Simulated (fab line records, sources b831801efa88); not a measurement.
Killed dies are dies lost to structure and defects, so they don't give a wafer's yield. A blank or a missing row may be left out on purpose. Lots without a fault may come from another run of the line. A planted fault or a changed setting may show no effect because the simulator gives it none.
Chamber matching | flow sky130 | SKY_FIELD_ISO_ETCH_14 on rie_diel-02: 4 sister chambers
The step etches BARC in N2/H2, stops on SiO2, time 45.9 s, target depth 60 nm. 20 wafers are shown with their chamber, then 10 later ones without.

WAFERS WITH THEIR CHAMBER
wafer  | chamber | drypump_motor_current_A (A) | oes_product_au (a.u.) | throttle_valve_pct (%)
L074.1 | 2       | 5.1                         | 0.857                 | 13.234
L074.3 | 3       | 6.2                         | 0.848                 | 13.217
L074.4 | 2       | 5.1                         | 0.846                 | 13.228
L076.1 | 3       | 6.2                         | 0.858                 | 13.242
L076.3 | 2       | 5.1                         | 0.856                 | 13.211
L076.5 | 0       | 5.0                         | 0.859                 | 13.212
L081.2 | 3       | 6.2                         | 0.855                 | 13.227
L081.5 | 0       | 5.0                         | 0.862                 | 13.237
L081.6 | 1       | 5.8                         | 0.864                 | 13.216
L083.2 | 2       | 5.2                         | 0.856                 | 13.223
L083.5 | 3       | 6.2                         | 0.857                 | 13.228
L083.6 | 2       | 5.1                         | 0.852                 | 13.231
L085.2 | 3       | 6.2                         | 0.858                 | 13.222
L085.3 | 0       | 5.0                         | 0.858                 | 13.237
L085.6 | 1       | 5.8                         | 0.855                 | 13.225
L091.1 | 3       | 6.2                         | 0.865                 | 13.223
L091.2 | 2       | 5.1                         | 0.858                 | 13.220
L091.4 | 1       | 5.8                         | 0.859                 | 13.207
L093.1 | 3       | 6.2                         | 0.859                 | 13.213
L093.5 | 2       | 5.1                         | 0.852                 | 13.236

SIGNATURES (means of the wafers above)
reading                 | chamber 0 | chamber 1 | chamber 2 | chamber 3 | scatter within a chamber
drypump_motor_current_A | 5.000     | 5.800     | 5.114     | 6.200     | 0.0231
oes_product_au          | 0.85967   | 0.85933   | 0.85386   | 0.85714   | 0.00439
throttle_valve_pct      | 13.22867  | 13.21600  | 13.22614  | 13.22457  | 0.00988
Rule: a wafer's distance from a chamber is the root of the sum, over the readings, of the square of ((its reading less the chamber's mean) divided by the reading's scatter). The wafer belongs to the nearest chamber; if the next one is less than 2 further off, it can't be placed. The scatter: the root of (the sum of the squares of (reading less its chamber's mean) over the shown wafers, divided by (wafers less chambers)).

WAFERS WITHOUT THEIR CHAMBER
wafer  | drypump_motor_current_A (A) | oes_product_au (a.u.) | throttle_valve_pct (%)
L093.6 | 6.2                         | 0.856                 | 13.216
L094.3 | 6.2                         | 0.854                 | 13.225
L094.5 | 5.1                         | 0.849                 | 13.219
L094.6 | 5.8                         | 0.862                 | 13.226
L095.2 | 5.0                         | 0.862                 | 13.228
L095.4 | 6.2                         | 0.858                 | 13.236
L095.5 | 6.2                         | 0.855                 | 13.241
L097.1 | 5.8                         | 0.857                 | 13.225
L097.5 | 6.2                         | 0.848                 | 13.242
L097.6 | 5.0                         | 0.858                 | 13.205

WHICH CHAMBER EACH WENT THROUGH
wafer  | from the rows above | in truth
L093.6 | 3                   | 3
L094.3 | 3                   | 3
L094.5 | 2                   | 2
L094.6 | 1                   | 1
L095.2 | 0                   | 0
L095.4 | 3                   | 3
L095.5 | 3                   | 3
L097.1 | 1                   | 1
L097.5 | 3                   | 3
L097.6 | 0                   | 0
Placed correctly: 10 of 10. Can't be placed from these rows: 0. Placed wrongly: 0.
